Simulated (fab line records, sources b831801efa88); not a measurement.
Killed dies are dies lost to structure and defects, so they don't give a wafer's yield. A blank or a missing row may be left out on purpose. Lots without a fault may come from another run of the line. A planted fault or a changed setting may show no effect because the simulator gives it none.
A struck lot beside a sound one | flow sky130 | 15 steps out of a route of 708
Sound: wafers L179.2, L179.5, L179.6. Struck: wafers L183.1, L183.5. (L183.2 of the same lot was not struck and is left out.) The cause comes at the end.
At each step with rows: each side's tool, then ch and its chambers, then its first start. Under that, the readings that differ: sound wafers | struck wafers | difference of the means | sigmas: that difference in standard deviations of wafers without a fault.
alike: readings whose means differ by less than 2 such deviations, and words and numbers that are the same on both sides. not compared: withheld readings, readings that some wafer has no value for, bounds like >300 that may hide the same value, and numbers for which the record gives no deviation and whose values overlap.
The two part at a step that has a row with sigmas, a row that says differs or no value, or rows on one side only. Numbers that don't overlap but have no deviation are shown without sigmas and don't part them. A reading that every wafer of one side lacks parts them only if that side has two wafers or more.

first, 2 steps without rows for these wafers: SKY_METAL3_PEB_11; SKY_METAL3_DEVELOP_12 (develop time 60 s).
SKY_METAL3_CD_MEAS_13: target cd 300 nm.
  sound on cd_sem-02, day 39 16:57; struck on cd_sem-02, day 40 19:56
  alike: cd_nm
SKY_METAL3_OVL_MEAS_14:
  sound on overlay-01, day 39 17:04; struck on overlay-02, day 40 20:04
  alike: METAL3_OVL
SKY_METAL3_DESCUM_15: chemistry O2, time 8 s.
  sound on rie_metal-02 ch 0,1, day 39 17:05; struck on rie_metal-03 ch 0,1, day 40 20:06
  alike: drypump_motor_current_A, oes_product_au
  not compared: rf_hours_counter_h
SKY_METAL3_ETCH_16: etches BARC in N2/H2, stops on SiO2, time 88.2 s, target depth 60 nm.
  sound on rie_metal-02 ch 0,1, day 39 17:07; struck on rie_metal-03 ch 0,1, day 40 20:08
  alike: bias_w, drypump_motor_current_A, oes_product_au, throttle_valve_pct
  not compared: rf_hours_counter_h
SKY_METAL3_ETCH_17: etches SiO2 in C4F8/O2/Ar, stops on TiN, time 3.9 s, target depth 15 nm.
  sound on rie_diel-04 ch 2,3, day 39 17:13; struck on rie_diel-03 ch 0,1, day 40 20:14
  alike: bias_w, oes_product_au
  not compared: rf_hours_counter_h
SKY_METAL3_METAL_ETCH_18: etches the open film in Cl2/BCl3, stops on SiO2, target depth 845 nm, time 183.1 s.
  sound on rie_metal-01 ch 0,1, day 39 17:14; struck on rie_metal-02 ch 0, day 40 20:15
  alike: bcl3_flow_sccm, bias_w, drypump_motor_current_A, oes_product_au, throttle_valve_pct
  not compared: rf_hours_counter_h
then, 4 steps without rows for these wafers: SKY_METAL3_STRIP_19 (strips in O2/N2); SKY_METAL3_STRIP_20 (strips in post etch residue remover, time 1200 s); SKY_METAL3_CLEAN_21 (cleans in IPA, time 180 s); SKY_METAL3_CLEAN_22 (cleans in O3/DIW).
SKY_VIA3_HDPCVD_00: deposits SiO2, target thk 1635 nm, time 272.5 s.
  sound on hdpcvd-01 ch 1,2, day 39 18:01; struck on hdpcvd-02 ch 1, day 40 21:04
  reading                                  | sound             | struck      | difference | sigmas
  sih4_flow_sccm (sccm)                    | 60.08 59.90 59.73 | 71.96 71.88 | +12.02     | +71
  model.SiO2_of_VIA3_HDPCVD_00.thk_nm (nm) | 1650 1647 1666    | 1920 1930   | +271       |
SKY_VIA3_THK_MEAS_01:
  sound on film_metro-04, day 39 18:11; struck on film_metro-04, day 40 21:14
  reading              | sound          | struck    | difference | sigmas
  VIA3_HDPCVD_THK (nm) | 1650 1647 1665 | 1920 1931 | +272       | +12
SKY_VIA3_CMP_02: polishes SiO2.
  sound on cmp-02 ch 0,1,2, day 39 18:20; struck on cmp-02 ch 0,3, day 40 21:17
  alike: motor_current_A

WHERE THEY PART
First at SKY_VIA3_HDPCVD_00; last, within this record, at SKY_VIA3_THK_MEAS_01. Later steps at which nothing parts them and some readings are alike: SKY_VIA3_CMP_02.

WHY: what the simulator had put in
Process parameter drift: hdpcvd-02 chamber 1, from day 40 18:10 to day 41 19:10, at SKY_VIA3_HDPCVD_00. Setting sih4_flow_sccm, moved by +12, from 60. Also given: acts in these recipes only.
